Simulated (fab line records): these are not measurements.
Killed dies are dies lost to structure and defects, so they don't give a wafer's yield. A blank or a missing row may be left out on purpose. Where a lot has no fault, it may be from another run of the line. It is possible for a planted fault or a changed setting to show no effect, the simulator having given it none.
Which tool was responsible? || flow sky130 || 36 wafers from 12 lots sampled at 6 of the route's 708 steps

## WHAT EACH GAUGE READ, for each wafer
SKY_FIELD_ISO_THK_MEAS_23.
{"lot": "L458", "measured": "day 2 13:37", "on": "film metro-02", "FIELD_ISO_OXIDATION_01_THK (nm)": "9.92 9.78 9.76"}
{"lot": "L460", "measured": "day 2 21:49", "on": "film metro-01", "FIELD_ISO_OXIDATION_01_THK (nm)": "10.04 10.04 9.98"}
{"lot": "L462", "measured": "day 3 11:10", "on": "film metro-01", "FIELD_ISO_OXIDATION_01_THK (nm)": "10.09 10.11 10.15"}
{"lot": "L464", "measured": "day 3 21:13", "on": "film metro-02", "FIELD_ISO_OXIDATION_01_THK (nm)": "10.23 10.06 10.04"}
{"lot": "L465", "measured": "day 4 00:37", "on": "film metro-01", "FIELD_ISO_OXIDATION_01_THK (nm)": "10.18 10.10 10.13"}
{"lot": "L466", "measured": "day 4 05:50", "on": "film metro-02", "FIELD_ISO_OXIDATION_01_THK (nm)": "10.17 9.93 10.12"}
{"lot": "L468", "measured": "day 4 19:18", "on": "film metro-04", "FIELD_ISO_OXIDATION_01_THK (nm)": "10.12 10.10 10.31"}
{"lot": "L476", "measured": "day 6 09:43", "on": "film metro-04", "FIELD_ISO_OXIDATION_01_THK (nm)": "9.85 9.78 9.77"}
{"lot": "L477", "measured": "day 6 15:37", "on": "film metro-04", "FIELD_ISO_OXIDATION_01_THK (nm)": "9.99 9.97 9.91"}
{"lot": "L478", "measured": "day 6 20:09", "on": "film metro-02", "FIELD_ISO_OXIDATION_01_THK (nm)": "10.02 10.07 9.80"}
{"lot": "L479", "measured": "day 7 03:25", "on": "film metro-01", "FIELD_ISO_OXIDATION_01_THK (nm)": "9.99 9.89 10.00"}
{"lot": "L480", "measured": "day 7 06:40", "on": "film metro-02", "FIELD_ISO_OXIDATION_01_THK (nm)": "10.05 10.16 10.18"}

SKY_NWELL_OVL_MEAS_23.
{"lot": "L458", "measured": "day 5 12:28", "on": "overlay-02", "NWELL_01_OVL (nm)": "1.9 1.3 2.1"}
{"lot": "L460", "measured": "day 5 23:52", "on": "overlay-01", "NWELL_01_OVL (nm)": "-0.4 2.2 0.2"}
{"lot": "L462", "measured": "day 6 13:13", "on": "overlay-01", "NWELL_01_OVL (nm)": "0.3 -0.3 0.5"}
{"lot": "L464", "measured": "day 7 01:58", "on": "overlay-01", "NWELL_01_OVL (nm)": "1.4 -1.4 1.3"}
{"lot": "L465", "measured": "day 7 07:21", "on": "overlay-01", "NWELL_01_OVL (nm)": "0.4 0.8 0.5"}
{"lot": "L466", "measured": "day 7 11:49", "on": "overlay-01", "NWELL_01_OVL (nm)": "0.5 -1.7 -0.4"}
{"lot": "L468", "measured": "day 8 05:18", "on": "overlay-01", "NWELL_01_OVL (nm)": "- - -"}
{"lot": "L476", "measured": "day 10 02:42", "on": "overlay-02", "NWELL_01_OVL (nm)": "2.3 2.8 1.5"}
{"lot": "L477", "measured": "day 10 13:12", "on": "overlay-02", "NWELL_01_OVL (nm)": "1.1 1.7 1.5"}
{"lot": "L478", "measured": "day 10 16:05", "on": "overlay-02", "NWELL_01_OVL (nm)": "2.7 2.8 1.3"}
{"lot": "L479", "measured": "day 10 22:16", "on": "overlay-02", "NWELL_01_OVL (nm)": "-0.6 -0.1 -0.9"}
{"lot": "L480", "measured": "day 11 02:18", "on": "overlay-02", "NWELL_01_OVL (nm)": "1.3 0.9 1.3"}

SKY_NWELL_TW_MEAS_26.
{"lot": "L458", "measured": "day 5 12:46", "on": "film metro-03", "NWELL_2_TW": "491.4 496.7 493.0"}
{"lot": "L460", "measured": "day 6 00:09", "on": "film metro-03", "NWELL_2_TW": "489.4 492.8 490.7"}
{"lot": "L462", "measured": "day 6 13:30", "on": "film metro-02", "NWELL_2_TW": "497.4 495.1 494.5"}
{"lot": "L464", "measured": "day 7 02:16", "on": "film metro-03", "NWELL_2_TW": "492.3 491.7 493.3"}
{"lot": "L465", "measured": "day 7 07:38", "on": "film metro-04", "NWELL_2_TW": "491.6 494.3 495.4"}
{"lot": "L466", "measured": "day 7 12:07", "on": "film metro-04", "NWELL_2_TW": "493.2 492.6 499.0"}
{"lot": "L468", "measured": "day 8 05:35", "on": "film metro-03", "NWELL_2_TW": "29.7 29.9 29.9 29.8 29.8 29.8"}
{"lot": "L476", "measured": "day 10 02:59", "on": "film metro-03", "NWELL_2_TW": "490.4 492.3 492.8"}
{"lot": "L477", "measured": "day 10 13:29", "on": "film metro-03", "NWELL_2_TW": "490.9 490.8 490.2"}
{"lot": "L478", "measured": "day 10 16:23", "on": "film metro-02", "NWELL_2_TW": "492.5 488.6 489.4"}
{"lot": "L479", "measured": "day 10 22:34", "on": "film metro-02", "NWELL_2_TW": "492.4 492.9 493.3"}
{"lot": "L480", "measured": "day 11 02:35", "on": "film metro-02", "NWELL_2_TW": "492.8 495.3 495.0"}

SKY_VT_ADJUST_HVTP_OVL_MEAS_08.
{"lot": "L458", "measured": "day 6 07:14", "on": "overlay-01", "VT_ADJUST_HVTP_OVL (nm)": "-1.4 -1.0 -0.7"}
{"lot": "L460", "measured": "day 6 19:13", "on": "overlay-01", "VT_ADJUST_HVTP_OVL (nm)": "1.6 1.2 1.8"}
{"lot": "L462", "measured": "day 7 09:02", "on": "overlay-01", "VT_ADJUST_HVTP_OVL (nm)": "2.2 2.5 1.8"}
{"lot": "L464", "measured": "day 7 22:49", "on": "overlay-02", "VT_ADJUST_HVTP_OVL (nm)": "2.3 2.4 3.5"}
{"lot": "L465", "measured": "day 8 04:10", "on": "overlay-01", "VT_ADJUST_HVTP_OVL (nm)": "1.8 0.3 1.4"}
{"lot": "L466", "measured": "day 8 08:32", "on": "overlay-02", "VT_ADJUST_HVTP_OVL (nm)": "-0.3 0.0 0.8"}
{"lot": "L476", "measured": "day 11 00:55", "on": "overlay-02", "VT_ADJUST_HVTP_OVL (nm)": "-1.5 2.4 2.2"}
{"lot": "L477", "measured": "day 11 11:53", "on": "overlay-02", "VT_ADJUST_HVTP_OVL (nm)": "0.8 1.1 -0.8"}
{"lot": "L478", "measured": "day 11 15:13", "on": "overlay-01", "VT_ADJUST_HVTP_OVL (nm)": "2.3 3.5 1.3"}
{"lot": "L479", "measured": "day 11 22:05", "on": "overlay-02", "VT_ADJUST_HVTP_OVL (nm)": "1.2 -0.3 0.2"}
{"lot": "L480", "measured": "day 12 01:49", "on": "overlay-01", "VT_ADJUST_HVTP_OVL (nm)": "1.6 -0.4 0.3"}

SKY_VT_ADJUST_LVTN_OVL_MEAS_07.
{"lot": "L458", "measured": "day 7 02:10", "on": "overlay-02", "VT_ADJUST_LVTN_OVL (nm)": "0.9 -0.3 -1.0"}
{"lot": "L460", "measured": "day 7 15:06", "on": "overlay-02", "VT_ADJUST_LVTN_OVL (nm)": "2.1 3.2 1.4"}
{"lot": "L462", "measured": "day 8 05:47", "on": "overlay-02", "VT_ADJUST_LVTN_OVL (nm)": "2.7 2.4 3.0"}
{"lot": "L464", "measured": "day 8 19:46", "on": "overlay-02", "VT_ADJUST_LVTN_OVL (nm)": "1.5 2.5 2.5"}
{"lot": "L465", "measured": "day 9 01:34", "on": "overlay-02", "VT_ADJUST_LVTN_OVL (nm)": "3.4 2.2 3.8"}
{"lot": "L466", "measured": "day 9 05:59", "on": "overlay-01", "VT_ADJUST_LVTN_OVL (nm)": "-1.5 -3.2 -0.5"}
{"lot": "L476", "measured": "day 11 23:58", "on": "overlay-02", "VT_ADJUST_LVTN_OVL (nm)": "1.5 0.6 3.5"}
{"lot": "L477", "measured": "day 12 11:22", "on": "overlay-01", "VT_ADJUST_LVTN_OVL (nm)": "1.3 0.5 0.1"}
{"lot": "L478", "measured": "day 12 15:03", "on": "overlay-01", "VT_ADJUST_LVTN_OVL (nm)": "1.7 3.1 3.1"}
{"lot": "L479", "measured": "day 12 22:39", "on": "overlay-01", "VT_ADJUST_LVTN_OVL (nm)": "-0.2 0.7 0.4"}
{"lot": "L480", "measured": "day 13 03:10", "on": "overlay-01", "VT_ADJUST_LVTN_OVL (nm)": "-0.5 -0.1 0.4"}

## WHICH TOOL RAN EACH LOT (tool, then ch and the chambers of the sampled wafers, then the start)
{"lot": "L458", "SKY_NWELL_EXPOSE_20": "iline stepper-02 ch 0, day 5 04:05"}
{"lot": "L460", "SKY_NWELL_EXPOSE_20": "iline stepper-01 ch 0, day 5 14:37"}
{"lot": "L462", "SKY_NWELL_EXPOSE_20": "iline stepper-02 ch 0, day 6 03:58"}
{"lot": "L464", "SKY_NWELL_EXPOSE_20": "iline stepper-02 ch 0, day 6 16:34"}
{"lot": "L465", "SKY_NWELL_EXPOSE_20": "iline stepper-02 ch 0, day 6 21:53"}
{"lot": "L466", "SKY_NWELL_EXPOSE_20": "iline stepper-02 ch 0, day 7 02:24"}
{"lot": "L468", "SKY_NWELL_EXPOSE_20": "iline stepper-02 ch 0, day 7 19:31"}
{"lot": "L476", "SKY_NWELL_EXPOSE_20": "iline stepper-02 ch 0, day 9 15:32"}
{"lot": "L477", "SKY_NWELL_EXPOSE_20": "iline stepper-02 ch 0, day 10 02:01"}
{"lot": "L478", "SKY_NWELL_EXPOSE_20": "iline stepper-01 ch 0, day 10 05:04"}
{"lot": "L479", "SKY_NWELL_EXPOSE_20": "iline stepper-02 ch 0, day 10 11:32"}
{"lot": "L480", "SKY_NWELL_EXPOSE_20": "iline stepper-02 ch 0, day 10 15:23"}
- SKY_NWELL_EXPOSE_20: exposes mask NWM COMPLEMENT, target cd 840 nm.

## AS READ BY THE TOOLS THEMSELVES (means over the sampled wafers that have a number; for cases with no such wafer, the mark the record gives instead)
The record holds no such reading with a usual standard deviation.

## THE ANSWER, worked out from the rows above alone
Rule: the lots themselves supply what counts as usual. The widest of any qualifying gaps counts: lots, ordered by their means at a reading, are off when they make up no more than a third of the lots, leave a main group of 4 or more, and stand apart from it by 3 or more times the standard deviation of that group's means. A main group is skipped when, at the precision printed for the reading in the tables above, its means are all equal. Also off: a lot with no number at a reading for which 4 or more lots have one. Where the step has rows for the other lots, those lots are counted as sound. After the gauges, taken in route order, come the tools' own readings; for these a lot's mean is taken, as printed above. At the first step where some lot is off, the reading lying furthest off is the one used; lots without a number count as furthest.
Off: at SKY_NWELL_OVL_MEAS_23 (NWELL_01_OVL), L468. Without a number there: L468. For the main group the mean is 0.9 nm and the standard deviation 0.94.
If a tool, at a process step before that reading, ran all the lots that are off and no sound lot after the first of them, it fits. The gauges at SKY_NWELL_OVL_MEAS_23 aren't tried: what is off there is off at SKY_NWELL_TW_MEAS_26 too, on other tools, and a gauge's error can't cause that. Of those tried, none fits.

## WHAT WAS PUT IN BY THE SIMULATOR
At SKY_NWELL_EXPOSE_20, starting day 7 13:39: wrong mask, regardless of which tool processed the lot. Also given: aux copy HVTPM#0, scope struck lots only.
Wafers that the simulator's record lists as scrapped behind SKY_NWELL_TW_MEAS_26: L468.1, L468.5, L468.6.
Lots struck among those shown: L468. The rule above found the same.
